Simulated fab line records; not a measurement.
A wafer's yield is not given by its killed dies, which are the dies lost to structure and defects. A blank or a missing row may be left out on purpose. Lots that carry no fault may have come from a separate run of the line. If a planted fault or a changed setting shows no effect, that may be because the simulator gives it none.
fab line records	flow gf180mcu
[record] lots = 24	wafers = 72	lastDay = 34
route steps=602 shown V4@493 MIM@522 M5@533 V5@556 TOP_METAL@572
lots untouched by any fault: they come from a run of this same line in which no faults occurred
startH: the number of hours between the record's first day and the start of the first shown wafer of the lot	waitH: how many hours have passed since the lot's step before this one	" same as the row above	L1.1+2: a single row standing in for several wafers	- no value, or no start given	* or withheld: withheld	< > ~ a bound
route shown NAME@n: a module of which the file shows steps, and the number in the route of the first	usual: mean and standard deviation over wafers with no fault	same: alike in all rows	chamber/n: place in a boat	sites: readings site by site	_std_site: standard deviation of those values	_edge_site: mean of outer sites minus mean of inner sites	radiusMm: for every site, how far away it sits from the centre of the wafer	mask NAME#n: copy n	behind: tool/chamber where the wafer was last shaped	hold: the reason the lot was held/the length of the hold in hours/how it ended	device: transistor that didn't switch, given as n, p or np	end of line: tests of these same wafers at the route's end	where a step has no rows: the recipe by itself	killed: not the wafer's yield, but the dies lost to structure and defects at the first sort	map: a wafer's dies, x killed, . not, _ none there
set.NAME: the setting that was run; set.NAME@STEP: the one run at that earlier step	model.NAME: the simulator's own value behind a step, which no gauge read
one table for each step of the route and one row for each wafer, over a sample of lots
services: from which hour (startH, from the record's first day; less than 0 if before it) a tool's chamber was out of use, for how many hours, and why
[[steps]]
[step GF_V4_ETCH_17]
[recipe] chemistry = C4F8/O2/Ar	maskMaterial = KrF	target = SiO2	stopOn = TiN	sourceW = 1500	biasW = 1200	pressureMtorr = 40	c4f8FlowSccm = withheld	O2_flow_sccm = 6	Ar_flow_sccm = 300	timeS = withheld	targetDepthA = 6300
[usual] oesProductAu = 0.856/0.0045
lot.wafer	tool	chamber	startH	waitH	oesProductAu
L074.1	rieDiel-04	2	-	-	0.858
L074.2	"	1	"	"	0.853
L074.5	"	3	"	"	0.856
L075.2	rieDiel-01	2	-	-	0.860
L075.3	"	3	"	"	0.852
L075.4	"	0	"	"	0.851
L076.1	rieDiel-02	3	-	-	0.855
L076.3	"	2	"	"	0.859
L076.5	"	2	"	"	0.857
L077.1	rieDiel-04	3	-	-	0.857
L077.2	"	1	"	"	0.851
L077.4	"	0	"	"	0.848
L078.3	rieDiel-02	0	-	-	0.858
L078.5	"	0	"	"	0.857
L078.6	"	3	"	"	0.845
L079.2	rieDiel-04	3	-	-	0.855
L079.4	"	2	"	"	0.854
L079.6	"	2	"	"	0.856
L080.3	rieDiel-02	2	-	-	0.852
L080.5	"	0	"	"	0.850
L080.6	"	3	"	"	0.854
L081.2	rieDiel-02	3	-	-	0.858
L081.3	"	1	"	"	0.855
L081.6	"	0	"	"	0.851
L082.1	rieDiel-02	0	-	-	0.853
L082.2	"	2	"	"	0.853
L082.5	"	2	"	"	0.861
L083.4	rieDiel-04	2	-	-	0.855
L083.5	"	1	"	"	0.859
L083.6	"	0	"	"	0.858
L084.1	rieDiel-02	1	-	-	0.854
L084.3	"	3	"	"	0.856
L084.5	"	3	"	"	0.854
L085.1	rieDiel-02	2	-	-	0.862
L085.3	"	3	"	"	0.859
L085.5	"	1	"	"	0.856
L086.1	rieDiel-02	0	-	-	0.862
L086.3	"	2	"	"	0.855
L086.4	"	3	"	"	0.854
L087.2	rieDiel-02	1	-	-	0.851
L087.4	"	0	"	"	0.860
L087.6	"	2	"	"	0.861
L088.1	rieDiel-02	3	-	-	0.856
L088.4	"	2	"	"	0.859
L088.6	"	3	"	"	0.857
L089.2	rieDiel-02	1	-	-	0.853
L089.3	"	0	"	"	0.860
L089.4	"	2	"	"	0.849
L090.1	rieDiel-02	0	-	-	0.856
L090.4	"	2	"	"	0.853
L090.6	"	3	"	"	0.862
L091.3	rieDiel-02	0	-	-	0.860
L091.5	"	2	"	"	0.854
L091.6	"	3	"	"	0.858
L092.1	rieDiel-02	0	-	-	0.853
L092.3	"	3	"	"	0.850
L092.4	"	2	"	"	0.863
L093.2	rieDiel-01	0	-	-	0.860
L093.3	"	2	"	"	0.859
L093.4	"	1	"	"	0.857
L094.1	rieDiel-04	3	-	-	0.854
L094.2	"	1	"	"	0.861
L094.5	"	0	"	"	0.850
L095.2	rieDiel-02	1	-	-	0.855
L095.3	"	2	"	"	0.865
L095.6	"	3	"	"	0.845
L096.1	rieDiel-04	1	-	-	0.850
L096.4	"	0	"	"	0.855
L096.6	"	1	"	"	0.857
L097.2	rieDiel-01	1	-	-	0.860
L097.5	"	0	"	"	0.858
L097.6	"	3	"	"	0.851
[step GF_MIM_METAL_ETCH_19]
[recipe] chemistry = Cl2/BCl3	maskMaterial = NOVOLAK	stopOn = Si3N4	targetDepthNm = 324.5	pressureMtorr = 8	icpW = 800	biasW = 140	Cl2_flow_sccm = 80	bcl3FlowSccm = 40	timeS = 54.1
[usual] drypumpMotorCurrentA = 5.9/0.44	oesProductAu = 0.942/0.0063	throttleValvePct = 28.281/0.01
lot.wafer	tool	chamber	startH	waitH	drypumpMotorCurrentA	oesProductAu	rfHoursCounterH	throttleValvePct
L074.1	rieMetal-02	1	593.15	0.1	5.3	0.938	10	28.294
L074.2	"	0	"	"	6.3	0.942	12	28.284
L074.5	"	1	"	"	5.3	0.936	-	28.292
L075.2	rieMetal-04	1	602.10	0.1	6.0	0.948	2	28.273
L075.3	"	1	"	"	6.0	0.942	-	28.296
L075.4	"	0	"	"	5.5	0.946	-	28.279
L076.1	rieMetal-03	1	610.38	0.1	5.5	0.943	0	28.268
L076.3	"	0	"	"	6.6	0.944	-	28.283
L076.5	"	1	"	"	5.5	0.941	-	28.281
L077.1	rieMetal-04	1	610.45	0.1	6.0	0.946	2	28.294
L077.2	"	0	"	"	5.5	0.945	9	28.274
L077.4	"	0	"	"	5.5	0.946	-	28.282
L078.3	rieMetal-03	1	625.62	0.1	5.5	0.943	-	28.290
L078.5	"	1	"	"	5.5	0.941	-	28.286
L078.6	"	0	"	"	6.6	0.948	-	28.274
L079.2	rieMetal-03	0	628.05	0.1	6.6	0.952	10	28.270
L079.4	"	0	"	"	6.6	0.945	-	28.265
L079.6	"	1	"	"	5.5	0.945	-	28.270
L080.3	rieMetal-04	0	638.87	0.1	5.5	0.940	-	28.285
L080.5	"	1	"	"	6.0	0.943	-	28.282
L080.6	"	0	"	"	5.5	0.955	-	28.288
L081.2	rieMetal-04	0	647.50	0.1	5.5	0.935	10	28.292
L081.3	"	1	"	"	6.1	0.936	-	28.285
L081.6	"	0	"	"	5.5	0.944	-	28.282
L082.1	rieMetal-04	0	651.60	0.1	5.5	0.943	10	28.278
L082.2	"	1	"	"	6.0	0.950	3	28.284
L082.5	"	0	"	"	5.5	0.938	-	28.287
L083.4	rieMetal-03	0	654.12	0.1	6.6	0.941	-	28.264
L083.5	"	0	"	"	6.6	0.941	-	28.274
L083.6	"	1	"	"	5.5	0.940	-	28.290
L084.1	rieMetal-04	1	666.45	0.1	6.0	0.938	4	28.273
L084.3	"	1	"	"	6.0	0.943	-	28.276
L084.5	"	0	"	"	5.5	0.938	-	28.304
L085.1	rieMetal-04	0	671.20	0.1	5.5	0.937	11	28.264
L085.3	"	0	"	"	5.5	0.936	-	28.294
L085.5	"	0	"	"	5.5	0.944	-	28.270
L086.1	rieMetal-03	1	677.75	0.1	5.5	0.934	3	28.283
L086.3	"	0	"	"	6.6	0.928	-	28.276
L086.4	"	1	"	"	5.5	0.950	-	28.288
L087.2	rieMetal-04	0	683.05	0.1	5.5	0.942	11	28.274
L087.4	"	0	"	"	5.5	0.946	-	28.293
L087.6	"	1	"	"	6.0	0.948	-	28.282
L088.1	rieMetal-04	1	694.65	0.1	6.1	0.938	5	28.288
L088.4	"	0	"	"	5.5	0.952	-	28.285
L088.6	"	0	"	"	5.5	0.940	-	28.283
L089.2	rieMetal-04	0	703.65	0.1	5.5	0.944	12	28.273
L089.3	"	1	"	"	6.0	0.942	-	28.269
L089.4	"	0	"	"	5.5	0.942	-	28.271
L090.1	rieMetal-02	1	712.49	0.1	5.2	0.949	16	28.279
L090.4	"	1	"	"	5.3	0.943	-	28.281
L090.6	"	0	"	"	6.4	0.947	-	28.295
L091.3	rieMetal-03	1	714.40	0.1	5.5	0.949	-	28.293
L091.5	"	0	"	"	6.6	0.942	-	28.269
L091.6	"	1	"	"	5.5	0.942	-	28.295
L092.1	rieMetal-02	0	718.29	0.1	6.4	0.935	1	28.271
L092.3	"	1	"	"	5.2	0.944	-	28.281
L092.4	"	0	"	"	6.3	0.942	-	28.287
L093.2	rieMetal-04	1	728.50	0.1	6.0	0.935	6	28.277
L093.3	"	1	"	"	6.0	0.945	-	28.264
L093.4	"	0	"	"	5.5	0.945	-	28.266
L094.1	rieMetal-03	1	729.90	0.1	5.5	0.928	5	28.291
L094.2	"	0	"	"	6.6	0.925	13	28.291
L094.5	"	0	"	"	6.6	0.922	-	28.297
L095.2	rieMetal-03	1	736.05	0.1	5.4	0.939	5	28.278
L095.3	"	1	"	"	5.4	0.946	-	28.286
L095.6	"	1	"	"	5.4	0.940	-	28.296
L096.1	rieMetal-02	0	752.20	0.1	6.4	0.938	3	28.295
L096.4	"	0	"	"	6.3	0.947	-	28.285
L096.6	"	0	"	"	6.3	0.953	-	28.276
L097.2	rieMetal-04	1	753.79	0.1	6.0	0.948	8	28.256
L097.5	"	0	"	"	5.5	0.944	-	28.283
L097.6	"	1	"	"	6.0	0.951	-	28.276
[step GF_M5_CD_MEAS_07]
[recipe] targetCdNm = 280
[usual] cdNm = 279.8/0.98
lot.wafer	tool	chamber	startH	waitH	cdNm
L074.1	cdSem-01	-	614.70	0.1	281.0
L074.2	"	-	"	"	280.9
L074.5	"	-	"	"	280.1
L075.2	cdSem-02	-	623.12	0.1	280.0
L075.3	"	-	"	"	280.2
L075.4	"	-	"	"	279.2
L077.1	cdSem-02	-	631.15	0.1	279.5
L077.2	"	-	"	"	279.7
L077.4	"	-	"	"	279.1
L076.1	cdSem-01	-	631.25	0.1	278.4
L076.3	"	-	"	"	279.1
L076.5	"	-	"	"	277.6
L078.3	cdSem-01	-	646.34	0.1	281.1
L078.5	"	-	"	"	280.6
L078.6	"	-	"	"	280.1
L079.2	cdSem-01	-	648.45	0.1	279.7
L079.4	"	-	"	"	277.8
L079.6	"	-	"	"	278.0
L080.3	cdSem-01	-	659.74	0.1	280.1
L080.5	"	-	"	"	281.9
L080.6	"	-	"	"	280.1
L081.2	cdSem-02	-	667.65	0.1	280.9
L081.3	"	-	"	"	281.0
L081.6	"	-	"	"	281.4
L082.1	cdSem-01	-	670.90	0.1	279.9
L082.2	"	-	"	"	279.6
L082.5	"	-	"	"	279.0
L083.4	cdSem-02	-	673.51	0.2	280.3
L083.5	"	-	"	"	281.6
L083.6	"	-	"	"	281.5
L084.1	cdSem-01	-	686.18	0.1	278.9
L084.3	"	-	"	"	280.1
L084.5	"	-	"	"	279.4
L085.1	cdSem-02	-	689.90	0.1	281.7
L085.3	"	-	"	"	279.6
L085.5	"	-	"	"	280.9
L086.1	cdSem-01	-	697.35	0.1	278.8
L086.3	"	-	"	"	278.5
L086.4	"	-	"	"	278.1
L087.2	cdSem-01	-	702.45	0.1	280.1
L087.4	"	-	"	"	279.9
L087.6	"	-	"	"	281.2
L088.1	cdSem-01	-	713.75	0.1	278.2
L088.4	"	-	"	"	279.1
L088.6	"	-	"	"	279.9
L089.2	cdSem-02	-	722.00	0.1	280.2
L089.3	"	-	"	"	279.4
L089.4	"	-	"	"	280.6
L090.1	cdSem-01	-	730.68	0.1	279.0
L090.4	"	-	"	"	278.5
L090.6	"	-	"	"	278.8
L091.3	cdSem-01	-	732.37	0.1	279.3
L091.5	"	-	"	"	279.4
L091.6	"	-	"	"	279.9
L092.1	cdSem-02	-	736.38	0.1	279.8
L092.3	"	-	"	"	280.5
L092.4	"	-	"	"	280.8
L093.2	cdSem-01	-	746.55	0.1	278.9
L093.3	"	-	"	"	278.9
L093.4	"	-	"	"	280.1
L094.1	cdSem-01	-	747.85	0.1	277.5
L094.2	"	-	"	"	279.9
L094.5	"	-	"	"	279.1
L095.2	cdSem-01	-	753.52	0.1	279.0
L095.3	"	-	"	"	280.0
L095.6	"	-	"	"	279.4
L096.1	cdSem-02	-	769.23	0.1	280.5
L096.4	"	-	"	"	279.9
L096.6	"	-	"	"	279.7
L097.2	cdSem-01	-	770.20	0.1	278.4
L097.5	"	-	"	"	279.3
L097.6	"	-	"	"	278.7
[step GF_M5_METAL_ETCH_10]
[recipe] chemistry = Cl2/BCl3	maskMaterial = KrF	targetDepthNm = 750.8	stopOn = SiO2	pressureMtorr = 8	icpW = 800	biasW = 140	Cl2_flow_sccm = 80	bcl3FlowSccm = 40	timeS = 125.1
[usual] drypumpMotorCurrentA = 5.9/0.53	oesProductAu = 0.989/0.0056	throttleValvePct = 28.231/0.0099
lot.wafer	tool	chamber	startH	waitH	drypumpMotorCurrentA	oesProductAu	rfHoursCounterH	throttleValvePct
L074.1	rieMetal-02	0	614.88	0.0	6.3	0.992	13	28.229
L074.2	"	1	"	"	5.3	0.991	11	28.228
L074.5	"	0	"	"	6.3	1.004	-	28.210
L075.2	rieMetal-01	0	623.27	0.0	5.9	0.988	16	28.242
L075.3	"	1	"	"	6.5	0.990	-	28.223
L075.4	"	0	"	"	6.0	0.989	-	28.243
L077.1	rieMetal-03	1	631.32	0.0	5.5	0.991	1	28.215
L077.2	"	0	"	"	6.6	0.986	10	28.231
L077.4	"	0	"	"	6.6	0.993	-	28.239
L076.1	rieMetal-02	0	631.43	0.0	6.3	0.980	13	28.247
L076.3	"	0	"	"	6.3	0.985	-	28.223
L076.5	"	1	"	"	5.3	0.988	-	28.235
L078.3	rieMetal-03	0	646.52	0.1	6.6	0.991	-	28.238
L078.5	"	0	"	"	6.6	0.990	-	28.214
L078.6	"	1	"	"	5.5	0.995	-	28.225
L079.2	rieMetal-02	0	648.61	0.0	6.3	0.991	14	28.237
L079.4	"	0	"	"	6.3	0.989	-	28.231
L079.6	"	1	"	"	5.3	0.983	-	28.248
L080.3	rieMetal-02	0	659.92	0.1	6.3	0.992	-	28.231
L080.5	"	0	"	"	6.3	0.987	-	28.214
L080.6	"	1	"	"	5.3	0.980	-	28.229
L081.2	rieMetal-03	0	667.81	0.0	6.6	0.993	11	28.226
L081.3	"	1	"	"	5.5	0.991	-	28.218
L081.6	"	1	"	"	5.5	0.986	-	28.228
L082.1	rieMetal-01	1	671.08	0.0	6.5	0.988	4	28.246
L082.2	"	0	"	"	6.0	0.975	0	28.249
L082.5	"	0	"	"	6.0	0.974	-	28.235
L083.4	rieMetal-02	1	673.76	0.1	5.2	0.983	-	28.221
L083.5	"	1	"	"	5.2	0.990	-	28.232
L083.6	"	1	"	"	5.2	0.983	-	28.238
L084.1	rieMetal-03	1	686.36	0.0	5.5	0.987	3	28.231
L084.3	"	1	"	"	5.5	0.992	-	28.231
L084.5	"	0	"	"	6.6	0.992	-	28.228
L085.1	rieMetal-02	1	690.08	0.0	5.2	0.988	14	28.224
L085.3	"	1	"	"	5.2	0.995	-	28.214
L085.5	"	1	"	"	5.3	0.991	-	28.228
L086.1	rieMetal-02	1	697.52	0.0	5.3	0.984	15	28.211
L086.3	"	1	"	"	5.3	0.977	-	28.239
L086.4	"	1	"	"	5.3	0.988	-	28.254
L087.2	rieMetal-03	0	702.61	0.0	6.6	0.986	12	28.228
L087.4	"	0	"	"	6.6	0.995	-	28.238
L087.6	"	1	"	"	5.5	0.992	-	28.220
L088.1	rieMetal-01	0	713.93	0.0	6.0	0.987	2	28.229
L088.4	"	0	"	"	6.0	0.980	-	28.218
L088.6	"	0	"	"	6.0	0.988	-	28.226
L089.2	rieMetal-02	0	722.16	0.0	6.3	1.003	1	28.224
L089.3	"	1	"	"	5.2	0.986	-	28.241
L089.4	"	0	"	"	6.4	0.990	-	28.222
L090.1	rieMetal-02	0	730.86	0.0	6.3	0.994	1	28.236
L090.4	"	0	"	"	6.3	0.990	-	28.232
L090.6	"	1	"	"	5.3	0.981	-	28.240
L091.3	rieMetal-02	1	732.55	0.1	5.3	0.984	-	28.240
L091.5	"	1	"	"	5.2	0.990	-	28.240
L091.6	"	0	"	"	6.4	0.991	-	28.226
L092.1	rieMetal-02	0	736.56	0.0	6.3	0.991	2	28.217
L092.3	"	0	"	"	6.3	0.987	-	28.215
L092.4	"	0	"	"	6.3	0.988	-	28.243
L093.2	rieMetal-03	1	746.75	0.1	5.5	0.983	-	28.241
L093.3	"	1	"	"	5.5	0.987	-	28.220
L093.4	"	1	"	"	5.5	0.990	-	28.235
L094.1	rieMetal-02	0	748.03	0.0	6.4	1.002	3	28.230
L094.2	"	0	"	"	6.3	0.991	-	28.225
L094.5	"	0	"	"	6.3	0.993	-	28.226
L095.2	rieMetal-01	1	753.68	0.0	6.5	0.993	8	28.245
L095.3	"	0	"	"	6.0	0.992	-	28.242
L095.6	"	0	"	"	6.0	0.982	-	28.241
L096.1	rieMetal-02	1	769.41	0.0	5.2	0.977	1	28.227
L096.4	"	0	"	"	6.3	1.001	-	28.218
L096.6	"	1	"	"	5.3	0.986	-	28.254
L097.2	rieMetal-03	0	770.36	0.0	6.6	0.978	0	28.250
L097.5	"	1	"	"	5.5	0.987	-	28.227
L097.6	"	0	"	"	6.6	0.983	-	28.248
[step GF_V5_ETCH_16]
[recipe] chemistry = N2/H2	targetDepthA = withheld	overetchA = withheld	timeS = withheld	target = BARC	ionEnergyEv = 200	sourceW = 500	biasW = 100	pressureMtorr = 30	n2FlowSccm = 100	h2FlowSccm = 200
[usual] drypumpMotorCurrentA = 5.5/0.33	oesProductAu = 0.855/0.0045	throttleValvePct = 13.225/0.0099
lot.wafer	tool	chamber	startH	waitH	drypumpMotorCurrentA	oesProductAu	throttleValvePct
L074.1	rieDiel-04	2	636.49	0.0	5.6	0.856	13.214
L074.2	"	1	"	"	5.7	0.855	13.234
L074.5	"	3	"	"	5.6	0.861	13.219
L075.2	rieDiel-04	1	644.68	0.0	5.7	0.851	13.230
L075.3	"	3	"	"	5.6	0.857	13.236
L075.4	"	0	"	"	4.9	0.853	13.228
L077.1	rieDiel-01	0	652.73	0.0	5.0	0.851	13.221
L077.2	"	2	"	"	6.0	0.850	13.221
L077.4	"	1	"	"	5.7	0.856	13.242
L076.1	rieDiel-04	1	653.06	0.0	5.7	0.857	13.228
L076.3	"	0	"	"	4.9	0.858	13.238
L076.5	"	1	"	"	5.7	0.849	13.229
L078.3	rieDiel-03	3	667.78	0.0	5.2	0.858	13.238
L078.5	"	0	"	"	5.3	0.855	13.212
L078.6	"	1	"	"	5.4	0.858	13.219
L079.2	rieDiel-01	3	670.09	0.0	5.4	0.849	13.238
L079.4	"	1	"	"	5.7	0.854	13.216
L079.6	"	0	"	"	5.1	0.860	13.223
L080.3	rieDiel-01	1	680.14	0.0	5.7	0.851	13.232
L080.5	"	0	"	"	5.0	0.852	13.242
L080.6	"	1	"	"	5.7	0.850	13.236
L081.2	rieDiel-04	1	692.38	0.0	5.7	0.865	13.220
L081.3	"	0	"	"	4.9	0.857	13.231
L081.6	"	2	"	"	5.6	0.866	13.225
L082.1	rieDiel-04	0	693.21	0.0	4.9	0.853	13.243
L082.2	"	1	"	"	5.6	0.853	13.234
L082.5	"	0	"	"	4.9	0.855	13.226
L083.4	rieDiel-03	0	694.51	0.0	5.3	0.856	13.216
L083.5	"	2	"	"	5.8	0.856	13.231
L083.6	"	1	"	"	5.4	0.858	13.228
L084.1	rieDiel-01	1	706.63	0.0	5.7	0.853	13.220
L084.3	"	2	"	"	6.0	0.860	13.225
L084.5	"	0	"	"	5.0	0.858	13.223
L085.1	rieDiel-01	2	709.93	0.0	6.0	0.849	13.226
L085.3	"	1	"	"	5.7	0.859	13.234
L085.5	"	2	"	"	6.0	0.852	13.239
L086.1	rieDiel-03	2	717.96	0.0	5.8	0.848	13.209
L086.3	"	1	"	"	5.4	0.850	13.212
L086.4	"	0	"	"	5.3	0.857	13.223
L087.2	rieDiel-01	1	721.79	0.0	5.7	0.850	13.216
L087.4	"	0	"	"	5.0	0.851	13.225
L087.6	"	0	"	"	5.0	0.862	13.204
L088.1	rieDiel-01	2	733.41	0.0	6.0	0.854	13.239
L088.4	"	1	"	"	5.7	0.857	13.224
L088.6	"	2	"	"	6.1	0.855	13.212
L089.2	rieDiel-03	0	741.23	0.0	5.3	0.846	13.227
L089.3	"	2	"	"	5.8	0.851	13.224
L089.4	"	3	"	"	5.2	0.852	13.215
L090.1	rieDiel-04	0	749.64	0.0	4.9	0.851	13.220
L090.4	"	2	"	"	5.6	0.854	13.225
L090.6	"	2	"	"	5.6	0.853	13.228
L091.3	rieDiel-01	0	751.08	0.0	5.1	0.855	13.227
L091.5	"	3	"	"	5.4	0.854	13.224
L091.6	"	0	"	"	5.0	0.858	13.225
L092.1	rieDiel-04	3	754.99	0.0	5.6	0.868	13.238
L092.3	"	1	"	"	5.7	0.849	13.240
L092.4	"	2	"	"	5.6	0.857	13.230
L093.2	rieDiel-01	2	764.88	0.0	6.0	0.852	13.229
L093.3	"	0	"	"	5.0	0.845	13.204
L093.4	"	1	"	"	5.7	0.851	13.216
L094.1	rieDiel-03	2	766.16	0.0	5.8	0.843	13.212
L094.2	"	3	"	"	5.2	0.849	13.222
L094.5	"	1	"	"	5.3	0.851	13.230
L095.2	rieDiel-04	0	771.34	0.0	4.9	0.856	13.221
L095.3	"	1	"	"	5.7	0.848	13.227
L095.6	"	2	"	"	5.6	0.850	13.225
L096.1	rieDiel-04	2	786.15	0.0	5.6	0.854	13.234
L096.4	"	1	"	"	5.7	0.853	13.215
L096.6	"	0	"	"	4.9	0.861	13.216
L097.2	rieDiel-01	0	787.70	0.0	5.0	0.858	13.216
L097.5	"	3	"	"	5.4	0.854	13.239
L097.6	"	2	"	"	6.0	0.848	13.221
[step GF_TOP_METAL_RS_MEAS_05]
[recipe] thkMeasGauge = four-point-probe	reads = TiN_of_TOP_METAL_SPUTTER_04+Ti_of_TOP_METAL_SPUTTER_03+AlCu_of_TOP_METAL_SPUTTER_02+TiN_of_TOP_METAL_SPUTTER_01+Ti_of_TOP_METAL_SPUTTER_00
[usual] TOP_METAL_ALCU_RS = 0.0328/0.0004
lot.wafer	tool	chamber	startH	waitH	TOP_METAL_ALCU_RS[ohm/sq]
L074.1	filmMetro-04	-	638.13	0.0	0.0333
L074.2	"	-	"	"	0.0332
L074.5	"	-	"	"	0.0328
L075.2	filmMetro-01	-	646.33	0.0	0.0333
L075.3	"	-	"	"	0.0326
L075.4	"	-	"	"	0.0332
L077.1	filmMetro-01	-	654.33	0.0	0.0329
L077.2	"	-	"	"	0.0330
L077.4	"	-	"	"	0.0333
L076.1	filmMetro-03	-	654.66	0.0	0.0332
L076.3	"	-	"	"	0.0330
L076.5	"	-	"	"	0.0333
L078.3	filmMetro-01	-	669.53	0.1	0.0325
L078.5	"	-	"	"	0.0320
L078.6	"	-	"	"	0.0321
L079.2	filmMetro-04	-	671.71	0.0	0.0330
L079.4	"	-	"	"	0.0321
L079.6	"	-	"	"	0.0325
L080.3	filmMetro-04	-	681.83	0.1	0.0321
L080.5	"	-	"	"	0.0327
L080.6	"	-	"	"	0.0321
L081.2	filmMetro-04	-	694.03	0.0	0.0329
L081.3	"	-	"	"	0.0328
L081.6	"	-	"	"	0.0329
L082.1	filmMetro-03	-	694.81	0.0	0.0328
L082.2	"	-	"	"	0.0329
L082.5	"	-	"	"	0.0330
L083.4	filmMetro-01	-	696.17	0.1	0.0330
L083.5	"	-	"	"	0.0330
L083.6	"	-	"	"	0.0324
L084.1	filmMetro-01	-	708.23	0.0	0.0328
L084.3	"	-	"	"	0.0334
L084.5	"	-	"	"	0.0332
L085.1	filmMetro-03	-	711.58	0.0	0.0325
L085.3	"	-	"	"	0.0321
L085.5	"	-	"	"	0.0322
L086.1	filmMetro-01	-	719.63	0.0	0.0329
L086.3	"	-	"	"	0.0332
L086.4	"	-	"	"	0.0329
L087.2	filmMetro-04	-	723.54	0.0	0.0333
L087.4	"	-	"	"	0.0333
L087.6	"	-	"	"	0.0332
L088.1	filmMetro-04	-	735.08	0.0	0.0329
L088.4	"	-	"	"	0.0329
L088.6	"	-	"	"	0.0326
L089.2	filmMetro-04	-	742.85	0.0	0.0332
L089.3	"	-	"	"	0.0333
L089.4	"	-	"	"	0.0328
L090.1	filmMetro-04	-	751.24	0.0	0.0328
L090.4	"	-	"	"	0.0324
L090.6	"	-	"	"	0.0329
L091.3	filmMetro-04	-	752.72	0.1	0.0327
L091.5	"	-	"	"	0.0329
L091.6	"	-	"	"	0.0325
L092.1	filmMetro-03	-	756.59	0.0	0.0325
L092.3	"	-	"	"	0.0326
L092.4	"	-	"	"	0.0326
L093.2	filmMetro-04	-	766.50	0.0	0.0322
L093.3	"	-	"	"	0.0323
L093.4	"	-	"	"	0.0327
L094.1	filmMetro-01	-	767.79	0.0	0.0325
L094.2	"	-	"	"	0.0329
L094.5	"	-	"	"	0.0326
L095.2	filmMetro-01	-	772.99	0.0	0.0329
L095.3	"	-	"	"	0.0331
L095.6	"	-	"	"	0.0331
L096.1	filmMetro-01	-	787.78	0.0	0.0336
L096.4	"	-	"	"	0.0334
L096.6	"	-	"	"	0.0335
L097.2	filmMetro-04	-	789.37	0.0	0.0328
L097.5	"	-	"	"	0.0325
L097.6	"	-	"	"	0.0336
[[services]]
tool	chamber	startH	hours	kind
rieDiel-02	-	546.81	2.8	pm
rieDiel-02	-	557.08	4.2	repair
rieDiel-03	0	564.38	6.9	repair
rieDiel-03	0	576.41	2.9	repair
rieMetal-03	1	580.63	-	clean
rieMetal-03	1	580.63	19.3	scheduledDown
rieMetal-03	1	580.63	19.3	ventCycle
rieDiel-02	1	593.78	15.1	repair
rieMetal-04	1	631.63	2.5	repair
rieMetal-01	-	663.27	0.8	repair
rieDiel-04	2	663.74	4.6	repair
rieDiel-03	2	665.41	4.8	repair
rieDiel-04	0	668.31	-	clean
rieMetal-02	0	672.40	-	clean
rieMetal-02	0	672.40	27.7	scheduledDown
rieMetal-02	0	672.40	27.7	ventCycle
rieDiel-01	-	685.54	14.6	pm
rieDiel-02	0	715.48	3.5	repair
rieMetal-02	1	734.04	-	clean
rieMetal-02	1	734.04	21.6	scheduledDown
rieMetal-02	1	734.04	21.6	ventCycle
rieDiel-03	3	750.71	7.9	repair
rieDiel-04	0	765.88	5.4	repair
rieDiel-02	2	768.89	34.5	repair
[[key]]
fault none
